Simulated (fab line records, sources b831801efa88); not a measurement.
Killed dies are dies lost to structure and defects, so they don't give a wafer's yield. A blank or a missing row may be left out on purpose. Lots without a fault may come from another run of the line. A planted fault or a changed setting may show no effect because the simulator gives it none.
Which tool did it? | flow sky130 | 13 lots, 39 wafers sampled, at 4 steps of a route of 708

WHAT THE GAUGES READ, wafer by wafer
SKY_CAPM_OVL_MEAS_12. Usual: CAPM_OVL -1.3 nm, standard deviation 1.3.
lot  | measured     | on         | CAPM_OVL (nm)  | flag
L161 | day 37 10:20 | overlay-01 | 0.2 -1.3 0.5   |
L162 | day 37 23:38 | overlay-01 | -1.9 -3.1 -2.1 |
L164 | day 38 11:50 | overlay-01 | -1.8 0.3 0.4   |
L165 | day 38 14:15 | overlay-02 | -1.7 -2.2 -1.0 |
L170 | day 40 10:59 | overlay-01 | -1.3 -0.3 -2.9 |
L171 | day 40 14:08 | overlay-01 | -4.0 -2.3 -1.5 |
L172 | day 40 20:08 | overlay-01 | -1.9 0.5 -1.8  |
L175 | day 42 15:45 | overlay-02 | -2.2 -2.2 -1.1 |
L177 | day 42 11:59 | overlay-02 | -0.4 -1.1 0.2  |
L178 | day 43 17:32 | overlay-01 | -2.4 -3.8 -3.5 |
L179 | day 43 18:08 | overlay-02 | 1.7 -1.4 -1.8  |
L182 | day 43 19:48 | overlay-01 | -2.1 -1.1 -2.2 |
L183 | day 44 14:47 | overlay-01 | -1.0 -0.7 -1.9 |

SKY_METAL3_CD_MEAS_13: target cd 300 nm. Usual: cd_nm 299.7 nm, standard deviation 1.3.
lot  | measured     | on        | cd_nm (nm)        | flag
L161 | day 38 12:47 | cd_sem-02 | 300.0 300.2 300.1 |
L162 | day 39 02:11 | cd_sem-01 | 298.9 300.0 297.9 |
L164 | day 39 13:40 | cd_sem-01 | 301.1 300.8 300.9 |
L165 | day 39 15:56 | cd_sem-02 | 296.5 297.2 297.5 |
L170 | day 41 12:08 | cd_sem-02 | 299.4 300.4 299.9 |
L171 | day 41 14:59 | cd_sem-01 | 298.7 297.1 297.7 |
L172 | day 41 21:28 | cd_sem-01 | 299.4 300.3 300.8 |
L175 | day 43 14:53 | cd_sem-01 | 299.2 299.0 298.7 |
L177 | day 43 11:31 | cd_sem-01 | 298.6 299.3 299.7 |
L178 | day 44 17:37 | cd_sem-02 | 300.0 299.7 299.1 |
L179 | day 44 17:46 | cd_sem-02 | 300.8 298.4 299.3 |
L182 | day 44 19:17 | cd_sem-02 | 302.4 302.1 301.7 |
L183 | day 45 13:37 | cd_sem-02 | 300.0 299.0 299.5 |

WHICH TOOL RAN EACH LOT (tool, then ch and the chambers of the sampled wafers, then the start)
lot  | SKY_FIELD_ISO_ETCH_15             | SKY_CAPM_STRIP_14
L161 | rie_diel-04 ch 0,2, day 2 07:27   | plasma_asher-04 ch 0,1, day 37 10:32
L162 | rie_diel-04 ch 0,3, day 2 11:21   | plasma_asher-01 ch 0,1, day 37 23:45
L164 | rie_diel-02 ch 0,2,3, day 2 19:56 | plasma_asher-04 ch 0,1, day 38 11:57
L165 | rie_diel-01 ch 1,2,3, day 3 04:09 | plasma_asher-04 ch 0,1, day 38 14:22
L170 | rie_diel-04 ch 0,1,2, day 4 05:18 | plasma_asher-04 ch 0,1, day 40 11:06
L171 | rie_diel-04 ch 0,1,3, day 4 08:45 | plasma_asher-03 ch 0,1, day 40 14:15
L172 | rie_diel-04 ch 1,2,3, day 4 13:15 | plasma_asher-04 ch 0,1, day 40 20:15
L175 | rie_diel-04 ch 0,1,2, day 5 05:26 | plasma_asher-04 ch 0,1, day 42 15:51
L177 | rie_diel-02 ch 1,2,3, day 5 16:21 | plasma_asher-01 ch 0,1, day 42 12:06
L178 | rie_diel-01 ch 2,3, day 5 22:52   | plasma_asher-03 ch 0,1, day 43 17:39
L179 | rie_diel-02 ch 0,3, day 6 05:24   | plasma_asher-04 ch 0,1, day 43 18:15
L182 | rie_diel-01 ch 0,1,3, day 6 17:44 | plasma_asher-03 ch 0,1, day 43 19:56
L183 | rie_diel-02 ch 1,2,3, day 7 00:42 | plasma_asher-01 ch 0,1, day 44 14:54
- SKY_FIELD_ISO_ETCH_15: etches the open film in CHF3/O2, stops on Si, target depth 180 nm, time 72 s.
- SKY_CAPM_STRIP_14: strips in O2/N2.

WHAT THE TOOLS THEMSELVES READ (means of the sampled wafers that have a number; where no wafer has one, the mark that the record gives instead)
SKY_FIELD_ISO_ETCH_15. Usual: chf3_flow_sccm 49.98 sccm, standard deviation 0.18; drypump_motor_current_A 5.7 A, standard deviation 0.41; oes_product_au 0.945 a.u., standard deviation 0.007; throttle_valve_pct 8.844 %, standard deviation 0.0093.
lot  | tool        | chf3_flow_sccm (sccm) | drypump_motor_current_A (A) | oes_product_au (a.u.) | throttle_valve_pct (%) | flag
L161 | rie_diel-04 | 50.06                 | 5.7                         | 0.946                 | 8.844                  |
L162 | rie_diel-04 | 50.09                 | 5.9                         | 0.943                 | 8.847                  |
L164 | rie_diel-02 | 50.01                 | 5.9                         | 0.942                 | 8.834                  |
L165 | rie_diel-01 | 50.02                 | 5.4                         | 0.941                 | 8.846                  |
L170 | rie_diel-04 | 49.98                 | 5.7                         | 0.939                 | 8.843                  |
L171 | rie_diel-04 | 50.13                 | 5.7                         | 0.944                 | 8.848                  |
L172 | rie_diel-04 | 49.79                 | 5.4                         | 0.944                 | 8.845                  |
L175 | rie_diel-04 | 50.03                 | 5.7                         | 0.943                 | 8.846                  |
L177 | rie_diel-02 | 50.03                 | 5.8                         | 0.948                 | 8.840                  |
L178 | rie_diel-01 | 49.87                 | 5.1                         | 0.951                 | 8.842                  |
L179 | rie_diel-02 | 50.06                 | 6.1                         | 0.953                 | 8.847                  |
L182 | rie_diel-01 | 49.95                 | 5.8                         | 0.957                 | 8.844                  |
L183 | rie_diel-02 | 49.94                 | 5.8                         | 0.933                 | 8.845                  |

SKY_CAPM_STRIP_14. Usual: drypump_motor_current_A 5.9 A, standard deviation 0.31; oes_product_au 0.711 a.u., standard deviation 0.0045; strip_time_to_endpoint_s 12.67 s, standard deviation 0.045.
lot  | tool            | drypump_motor_current_A (A) | oes_product_au (a.u.) | strip_time_to_endpoint_s (s) | flag
L161 | plasma_asher-04 | 5.9                         | 0.707                 | 12.68                        |
L162 | plasma_asher-01 | 6.0                         | 0.713                 | 12.73                        |
L164 | plasma_asher-04 | 5.9                         | 0.712                 | 12.72                        |
L165 | plasma_asher-04 | 6.0                         | 0.711                 | 12.66                        |
L170 | plasma_asher-04 | 6.0                         | 0.712                 | 12.63                        |
L171 | plasma_asher-03 | 5.4                         | 0.713                 | 12.59                        |
L172 | plasma_asher-04 | 5.9                         | 0.713                 | 12.69                        |
L175 | plasma_asher-04 | 6.0                         | 0.710                 | 12.62                        |
L177 | plasma_asher-01 | 6.3                         | 0.709                 | 12.64                        |
L178 | plasma_asher-03 | 5.6                         | 0.708                 | 12.65                        |
L179 | plasma_asher-04 | 6.0                         | 0.711                 | 12.63                        |
L182 | plasma_asher-03 | 5.6                         | 0.711                 | 12.71                        |
L183 | plasma_asher-01 | 6.0                         | 0.712                 | 12.68                        |

THE ANSWER, worked out from the rows above alone
Rule: a lot is off if the mean of its wafers that have a number lies more than 3 standard deviations from the usual mean. A lot without any number at a reading at which 4 lots or more have one is off too. The other lots that the step has rows for count as sound. The gauges are gone through in route order, then the tools' own readings, and for those a lot's mean is taken as printed above. The first step at which some lot is off is used, and at that step the reading that is off furthest; a lot without a number counts as furthest.
No lot is off at any reading shown: from this, nothing can be told.

WHAT THE SIMULATOR HAD PUT IN
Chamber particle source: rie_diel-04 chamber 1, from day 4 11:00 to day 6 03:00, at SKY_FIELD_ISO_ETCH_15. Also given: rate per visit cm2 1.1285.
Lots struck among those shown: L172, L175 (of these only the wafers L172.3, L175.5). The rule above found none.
